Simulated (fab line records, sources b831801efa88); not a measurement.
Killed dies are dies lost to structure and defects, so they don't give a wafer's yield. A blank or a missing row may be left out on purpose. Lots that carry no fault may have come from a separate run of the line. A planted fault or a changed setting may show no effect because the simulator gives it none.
fab line records	flow sfq_line
record lots=5	wafers=15	last_day=82
route steps=325 shown L0@4 L0V@16 M0@28
lots that met no fault: taken from a fault-free run of the same line
start_h: hours from the record's opening day to when the first of the lot's shown wafers began	wait_h: hours from the lot's prior step to this one	" unchanged from the row above	L1.1+2: a row that stands for several wafers	- value missing, or start not given	* or withheld: withheld	< > ~ a bound
route shown NAME@n: names a module that has steps shown in the file, with the first one's number in the route	usual: the fault-free wafers' mean and standard deviation	same: alike in all rows	chamber/n: place in a boat	sites: the reading at each site	_std_site: standard deviation of those values	_edge_site: the outer-site mean with the inner-site mean subtracted	radius_mm: for every site, how far away it sits from the centre of the wafer	mask NAME#n: copy n	behind: the most recent tool/chamber to have shaped the wafer	hold: reason for holding the lot/hours on hold/outcome of the hold	device: whichever transistor did not switch (one of n, p or np)	end of line: tests run on the same wafers once the route is complete	for a step that has no rows: nothing shown but its recipe	killed: not the wafer's yield, but the dies lost to structure and defects at the first sort	map: a wafer's dies, x killed, . not, _ none there
set.NAME: the setting as run; set.NAME@STEP: as run at that earlier step	model.NAME: the simulator's own value behind a step, which no gauge read
a table for each step, a row for each wafer; lots at some steps of the route
services: a tool's chamber out of use, with start hour (start_h, from the record's first day; less than 0 if before it), hours out, and reason
## steps
# step SFQ_L0_RS_MEAS_901
# recipe thk_meas_gauge=four-point-probe	reads=MoNx_KI_of_TRILAYER_L0_DEP_SPUTTER_003
# usual L0_MONX_KI_RS=43.4/0.49
lot.wafer	tool	chamber	start_h	wait_h	L0_MONX_KI_RS[ohm/sq]
L476.4	film_metro-01	-	27.62	0.1	43.1
L476.5	"	-	"	"	43.5
L476.6	"	-	"	"	43.3
L482.1	film_metro-04	-	57.56	0.0	42.4
L482.2	"	-	"	"	42.5
L482.3	"	-	"	"	42.3
L483.2	film_metro-04	-	62.58	0.1	43.4
L483.4	"	-	"	"	43.1
L483.6	"	-	"	"	43.4
L489.1	film_metro-02	-	92.56	0.0	43.1
L489.3	"	-	"	"	43.5
L489.4	"	-	"	"	42.7
L493.1	film_metro-01	-	112.56	0.0	44.5
L493.4	"	-	"	"	44.5
L493.6	"	-	"	"	43.8
# step SFQ_L0_THK_MEAS_902
# recipe thk_meas_gauge=xrf	reads=MoNx_KI_of_TRILAYER_L0_DEP_SPUTTER_003
# usual L0_MONX_KI_THK=39.7/0.48
lot.wafer	tool	chamber	start_h	wait_h	L0_MONX_KI_THK[nm]
L476.4	film_metro-01	-	27.71	0.1	39.9
L476.5	"	-	"	"	39.4
L476.6	"	-	"	"	39.7
L482.1	film_metro-04	-	57.68	0.1	40.5
L482.2	"	-	"	"	40.3
L482.3	"	-	"	"	40.8
L483.2	film_metro-04	-	62.69	0.1	39.7
L483.4	"	-	"	"	39.8
L483.6	"	-	"	"	39.8
L489.1	film_metro-02	-	92.68	0.1	39.8
L489.3	"	-	"	"	39.6
L489.4	"	-	"	"	40.2
L493.1	film_metro-01	-	112.68	0.1	39.1
L493.4	"	-	"	"	38.9
L493.6	"	-	"	"	39.5
# step SFQ_TRILAYER_L0_LITHO_COAT_010
# recipe resist=BARC	spin_rpm=3000	resist_thk_nm=62
# step SFQ_TRILAYER_L0_LITHO_COAT_005
# recipe resist=KrF	spin_rpm=3000	resist_thk_nm=600
# step SFQ_TRILAYER_L0_LITHO_SOFTBAKE_009
# recipe temp_c=withheld	time_s=withheld	resist=KrF
# step SFQ_TRILAYER_L0_LITHO_EXPOSE_006
# recipe mask_id=L0	na=0.6	source_shape=conventional	sigma_outer=0.65	target_cd_nm=2000	dose_mj=14.4
# step SFQ_TRILAYER_L0_LITHO_PEB_008
# recipe peb_temp_c=115	peb_time_s=60	resist=KrF
# step SFQ_TRILAYER_L0_LITHO_DEVELOP_007
# recipe time_s=60	resist=KrF
# step SFQ_TRILAYER_L0_BARC_OPEN_METAL_ETCH_010
# recipe mask_material=PR	chemistry=O2	target_depth_nm=125	target=BARC	icp_w=600	bias_w=80	pressure_mtorr=10	time_s=41.7
# usual drypump_motor_current_A=5.6/0.51	he_backside_leak_sccm=3.53/0.26	oes_product_au=0.685/0.005
lot.wafer	tool	chamber	start_h	wait_h	drypump_motor_current_A	he_backside_leak_sccm	oes_product_au	rf_hours_counter_h
L476.4	rie_metal-03	0	97.83	0.1	6.0	3.79	0.686	-
L476.5	"	0	"	"	6.0	3.69	0.686	-
L476.6	"	1	"	"	5.0	3.43	0.681	-
L482.1	rie_metal-03	1	125.93	0.1	5.0	3.63	0.676	81
L482.2	"	0	"	"	6.0	3.61	0.685	200
L482.3	"	1	"	"	5.0	3.69	0.687	-
L483.2	rie_metal-02	0	131.93	0.1	6.6	3.18	0.689	84
L483.4	"	0	"	"	6.6	3.16	0.689	-
L483.6	"	0	"	"	6.6	3.07	0.688	-
L489.1	rie_metal-01	0	169.18	0.1	5.3	3.21	0.682	39
L489.3	"	0	"	"	5.3	3.20	0.676	-
L489.4	"	1	"	"	5.7	3.50	0.684	-
L493.1	rie_metal-03	0	193.93	0.1	5.9	3.10	0.695	7
L493.4	"	1	"	"	5.0	4.87	0.690	-
L493.6	"	1	"	"	5.0	3.82	0.682	-
# step SFQ_TRILAYER_L0_ETCH_METAL_ETCH_008
# recipe target=MoNx_KI	stop_on=SiO2	mask_material=PR	chemistry=SF6/O2	target_depth_nm=50	icp_w=600	bias_w=80	pressure_mtorr=10	time_s=25
# step SFQ_TRILAYER_L0_STRIP_STRIP_009
# recipe gas=O2	power_w=200	platen_temp_c=40	overash_fraction=0.65	chemistry=O2	pressure_mtorr=50
# usual drypump_motor_current_A=5.6/0.51	he_backside_leak_sccm=3.6/0.4	oes_product_au=1.001/0.0072
lot.wafer	tool	chamber	start_h	wait_h	drypump_motor_current_A	he_backside_leak_sccm	oes_product_au	rf_hours_counter_h
L476.4	rie_metal-03	0	98.11	0.2	6.0	3.7	0.993	-
L476.5	"	0	"	"	6.0	4.0	0.990	-
L476.6	"	1	"	"	5.0	3.5	0.992	-
L482.1	rie_metal-03	1	126.04	0.0	5.0	3.7	1.000	81
L482.2	"	0	"	"	6.0	3.5	0.993	200
L482.3	"	1	"	"	5.0	3.7	1.005	-
L483.2	rie_metal-02	0	132.04	0.0	6.6	3.4	0.993	85
L483.4	"	0	"	"	6.6	3.4	1.000	-
L483.6	"	0	"	"	6.6	3.5	0.997	-
L489.1	rie_metal-01	0	169.29	0.0	5.3	3.0	1.001	39
L489.3	"	0	"	"	5.3	3.2	0.994	-
L489.4	"	1	"	"	5.7	3.4	1.003	-
L493.1	rie_metal-03	0	194.04	0.0	6.0	3.5	1.002	7
L493.4	"	1	"	"	5.0	3.9	0.996	-
L493.6	"	1	"	"	5.0	3.6	0.999	-
# step SFQ_TRILAYER_L0_STRIP_SOLV_CLEAN_010
# recipe chemistry=NMP	temp_c=70	time_s=600
# step SFQ_TRILAYER_L0_CAP_PECVD_011
# recipe material=SiO2	temp_c=150	time_s=13.333	pressure_torr=2.4	rf_w=183.3	precursor=SiH4/N2O	target_thk_nm=60
# usual chamber_pressure_Torr=2.401/0.0058	heater_power_w=81/16	susceptor_temp_C=149.98/0.16	throttle_valve_pct=25.7/1.2
lot.wafer	tool	chamber	start_h	wait_h	chamber_pressure_Torr	heater_power_w	susceptor_temp_C	throttle_valve_pct	model.SiO2_of_TRILAYER_L0_CAP_PECVD_011.thk_nm
L476.4	pecvd-02	1	98.70	0.0	2.399	49	150.13	27.4	61.29
L476.5	"	0	"	"	2.392	77	150.15	24.9	61.58
L476.6	"	2	"	"	2.401	73	149.88	25.9	60.79
L482.1	pecvd-03	1	126.81	0.0	2.404	77	149.89	24.4	60.2
L482.2	"	0	"	"	2.407	102	150.18	25.7	60.24
L482.3	"	2	"	"	2.404	86	149.90	25.5	60.16
L483.2	pecvd-02	0	132.81	0.0	2.404	83	-	24.9	52.8
L483.4	"	0	"	"	2.400	80	-	24.5	53.82
L483.6	"	2	"	"	2.399	80	150.03	26.0	61.66
L489.1	pecvd-03	1	170.06	0.0	2.405	76	149.75	24.6	60.19
L489.3	"	2	"	"	2.408	89	150.23	25.2	60.57
L489.4	"	0	"	"	2.400	105	150.05	25.8	61.7
L493.1	pecvd-03	0	194.81	0.0	2.394	92	149.92	25.9	59.66
L493.4	"	1	"	"	2.404	78	149.71	24.8	61.28
L493.6	"	0	"	"	2.398	92	149.83	25.8	60.65
# step SFQ_TRILAYER_L0_VIA_LITHO_COAT_018
# recipe resist=BARC	spin_rpm=3000	resist_thk_nm=62
# step SFQ_TRILAYER_L0_VIA_LITHO_COAT_013
# recipe resist=KrF	spin_rpm=3000	resist_thk_nm=650
# step SFQ_TRILAYER_L0_VIA_LITHO_SOFTBAKE_017
# recipe temp_c=withheld	time_s=withheld	resist=KrF
# step SFQ_TRILAYER_L0_VIA_LITHO_EXPOSE_014
# recipe mask_id=L0V	na=0.6	source_shape=conventional	sigma_outer=0.65	target_cd_nm=700	dose_mj=21.3
# step SFQ_TRILAYER_L0_VIA_LITHO_PEB_016
# recipe peb_temp_c=115	peb_time_s=60	resist=KrF
# step SFQ_TRILAYER_L0_VIA_LITHO_DEVELOP_015
# recipe time_s=60	resist=KrF
# step SFQ_L0V_OVL_MEAS_903
# usual L0V_OVL=0/4.6
lot.wafer	tool	chamber	start_h	wait_h	L0V_OVL[nm]
L476.4	overlay-02	-	175.99	0.1	-2
L476.5	"	-	"	"	-4
L476.6	"	-	"	"	-1
L482.1	overlay-02	-	205.93	0.1	-6
L482.2	"	-	"	"	-8
L482.3	"	-	"	"	-7
L483.2	overlay-01	-	211.94	0.1	2
L483.4	"	-	"	"	6
L483.6	"	-	"	"	4
L489.1	overlay-01	-	255.11	0.1	5
L489.3	"	-	"	"	2
L489.4	"	-	"	"	4
L493.1	overlay-02	-	287.09	0.1	5
L493.4	"	-	"	"	2
L493.6	"	-	"	"	5
# step SFQ_TRILAYER_L0_VIA_BARC_OPEN_VIA_ETCH_021
# recipe mask_material=PR	chemistry=O2	target_depth_nm=125	target=BARC	source_w=500	bias_w=80	pressure_mtorr=30	time_s=41.7
# usual drypump_motor_current_A=5.6/0.44	oes_product_au=0.685/0.0046
lot.wafer	tool	chamber	start_h	wait_h	drypump_motor_current_A	oes_product_au	rf_hours_counter_h
L476.4	rie_diel-02	3	176.01	0.0	5.3	0.683	7
L476.5	"	2	"	"	5.5	0.685	-
L476.6	"	1	"	"	5.1	0.691	-
L482.1	rie_diel-04	2	205.97	0.0	5.6	0.683	148
L482.2	"	3	"	"	5.6	0.686	4
L482.3	"	1	"	"	4.8	0.686	1
L483.2	rie_diel-02	0	211.97	0.0	6.4	0.678	10
L483.4	"	3	"	"	5.3	0.682	7
L483.6	"	3	"	"	5.3	0.678	-
L489.1	rie_diel-01	1	255.14	0.0	5.8	0.685	5
L489.3	"	0	"	"	5.9	0.676	7
L489.4	"	3	"	"	5.1	0.687	85
L493.1	rie_diel-01	2	287.12	0.0	5.7	0.691	30
L493.4	"	0	"	"	5.9	0.685	8
L493.6	"	0	"	"	5.9	0.689	-
# step SFQ_TRILAYER_L0_VIA_ETCH_VIA_ETCH_016
# recipe target=SiO2	stop_on=MoNx_KI	mask_material=PR	chemistry=CHF3	target_depth_nm=80	source_w=500	bias_w=80	pressure_mtorr=30	time_s=withheld
# usual drypump_motor_current_A=5.6/0.44	oes_product_au=0.843/0.0071
lot.wafer	tool	chamber	start_h	wait_h	drypump_motor_current_A	oes_product_au	model.etch.depth_nm	model.L0V.feature_depth_nm
L476.4	rie_diel-02	3	176.05	0.0	5.3	0.852	61.29	61.29
L476.5	"	2	"	"	5.6	0.845	61.58	61.58
L476.6	"	1	"	"	5.1	0.845	60.79	60.79
L482.1	rie_diel-04	2	206.01	0.0	5.6	0.846	60.2	60.2
L482.2	"	3	"	"	5.6	0.838	60.24	60.24
L482.3	"	1	"	"	4.8	0.846	60.16	60.16
L483.2	rie_diel-02	0	212.01	0.0	6.4	0.790	52.8	52.8
L483.4	"	3	"	"	5.3	0.795	53.82	53.82
L483.6	"	3	"	"	5.3	0.852	61.66	61.66
L489.1	rie_diel-01	1	255.18	0.0	5.8	0.841	60.19	60.19
L489.3	"	0	"	"	5.9	0.842	60.57	60.57
L489.4	"	3	"	"	5.1	0.854	61.7	61.7
L493.1	rie_diel-01	2	287.16	0.0	5.7	0.836	59.66	59.66
L493.4	"	0	"	"	5.9	0.852	61.28	61.28
L493.6	"	0	"	"	5.8	0.838	60.65	60.65
# step SFQ_TRILAYER_L0_VIA_STRIP_STRIP_017
# recipe gas=O2	power_w=200	platen_temp_c=40	overash_fraction=0.65	chemistry=O2	pressure_mtorr=50
# usual drypump_motor_current_A=5.8/0.51	he_backside_leak_sccm=3.48/0.22	oes_product_au=1.000/0.009
lot.wafer	tool	chamber	start_h	wait_h	drypump_motor_current_A	he_backside_leak_sccm	oes_product_au	rf_hours_counter_h
L476.4	rie_metal-02	1	176.29	-	5.9	3.84	0.984	-
L476.5	"	0	"	"	6.6	3.38	0.995	-
L476.6	"	1	"	"	5.9	4.06	0.990	-
L482.1	rie_metal-04	1	206.06	-	5.3	3.82	1.016	174
L482.2	"	0	"	"	6.2	3.45	0.998	175
L482.3	"	1	"	"	5.3	3.60	1.012	-
L483.2	rie_metal-04	1	212.06	-	5.3	3.58	1.005	176
L483.4	"	1	"	"	5.3	3.59	1.011	-
L483.6	"	0	"	"	6.2	3.62	0.994	-
L489.1	rie_metal-04	1	255.23	-	5.3	3.58	1.008	184
L489.3	"	1	"	"	5.3	3.73	1.011	-
L489.4	"	0	"	"	6.2	3.62	0.987	-
L493.1	rie_metal-01	0	287.21	-	5.3	3.33	0.988	61
L493.4	"	1	"	"	5.7	3.69	1.001	-
L493.6	"	0	"	"	5.3	3.20	1.004	-
# step SFQ_TRILAYER_L0_VIA_STRIP_SOLV_CLEAN_018
# recipe chemistry=NMP	temp_c=70	time_s=600
# step SFQ_TRILAYER_M0_DEP_PRE_CLEAN_020
# recipe gas=Ar	time_s=15	bias_v=250
lot.wafer	tool	chamber	start_h	wait_h	model.SiO2_of_TRILAYER_L0_CAP_PECVD_011.thk_nm
L476.4	pvd_sputter-05	-	176.87	0.0	56.29
L476.5	"	-	"	"	56.58
L476.6	"	-	"	"	55.79
L482.1	pvd_sputter-06	-	206.83	0.0	55.2
L482.2	"	-	"	"	55.24
L482.3	"	-	"	"	55.16
L483.2	pvd_sputter-06	-	212.83	0.0	47.8
L483.4	"	-	"	"	48.82
L483.6	"	-	"	"	56.66
L489.1	pvd_sputter-06	-	256.18	0.0	55.19
L489.3	"	-	"	"	55.57
L489.4	"	-	"	"	56.7
L493.1	pvd_sputter-06	-	288.00	0.0	54.66
L493.4	"	-	"	"	56.28
L493.6	"	-	"	"	55.65
# step SFQ_TRILAYER_M0_DEP_SPUTTER_019
# recipe material=Nb	base_pressure_pa=1.33e-06	chamber_pressure_pa=0.1333	substrate_temp_c=20	resputter_cathode_voltage_v=400	target_thk_nm=200	power_w=2000	time_s=133.3
# usual throttle_valve_pct=29.9/1
lot.wafer	tool	chamber	start_h	wait_h	throttle_valve_pct
L476.4	pvd_sputter-05	-	176.89	0.0	31.8
L476.5	"	-	"	"	28.4
L476.6	"	-	"	"	29.7
L482.1	pvd_sputter-06	-	206.86	0.0	30.0
L482.2	"	-	"	"	29.2
L482.3	"	-	"	"	29.0
L483.2	pvd_sputter-06	-	212.86	0.0	29.2
L483.4	"	-	"	"	29.3
L483.6	"	-	"	"	30.0
L489.1	pvd_sputter-06	-	256.20	0.0	30.2
L489.3	"	-	"	"	29.2
L489.4	"	-	"	"	29.2
L493.1	pvd_sputter-06	-	288.03	0.0	29.4
L493.4	"	-	"	"	30.3
L493.6	"	-	"	"	29.2
## services
tool	chamber	start_h	hours	kind
pvd_sputter-06	-	74.38	4.5	repair
pvd_sputter-05	-	77.51	3.6	repair
pvd_sputter-05	-	87.42	7.4	repair
rie_metal-04	1	88.19	8.9	repair
pvd_sputter-05	-	101.54	8.1	repair
rie_diel-01	2	111.75	12.3	repair
rie_metal-04	1	139.16	17.7	repair
pecvd-03	2	172.83	6.0	repair
pvd_sputter-05	-	179.60	13.4	repair
pecvd-02	1	181.03	5.4	repair
pvd_sputter-06	1	183.99	-	consumable_replace:kit
rie_metal-04	0	185.20	5.8	repair
pecvd-02	-	194.25	14.0	pm
pvd_sputter-05	-	196.43	0.6	repair
rie_metal-02	-	198.75	21.4	repair
rie_metal-02	-	199.00	1.1	repair
rie_metal-01	-	201.08	2.8	pm
rie_diel-02	-	202.08	3.0	repair
rie_diel-02	0	202.66	5.5	repair
rie_diel-04	2	206.22	7.1	repair
pvd_sputter-06	-	234.49	1.2	repair
pecvd-02	-	235.74	2.8	pm
rie_metal-03	-	239.28	28.1	pm
pecvd-03	-	282.57	2.0	repair
## key
first_sign step=SFQ_TRILAYER_L0_VIA_ETCH_VIA_ETCH_016	reading=oes_product_au	direction=down	sigmas=7.2	usual=0.843	struck=0.792
effect none on later readings
model_effect step=SFQ_TRILAYER_L0_CAP_PECVD_011	value=SiO2_of_TRILAYER_L0_CAP_PECVD_011.thk_nm	without=60.5	struck=53.31
model_effect step=SFQ_TRILAYER_L0_VIA_ETCH_VIA_ETCH_016	value=etch.depth_nm	without=60.5	struck=53.31
model_effect step=SFQ_TRILAYER_M0_DEP_PRE_CLEAN_020	value=SiO2_of_TRILAYER_L0_CAP_PECVD_011.thk_nm	without=55.5	struck=48.31
met_at SFQ_TRILAYER_L0_CAP_PECVD_011
struck_wafers L483.2,L483.4
onset_between 98.70 132.81
fault kind=process_parameter_drift	tool=pecvd-02	chamber=0	onset_h=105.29	steps=SFQ_TRILAYER_L0_CAP_PECVD_011	channel=time_s	offset=*	shape=step	end_h=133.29	acts_in=*	stated=*
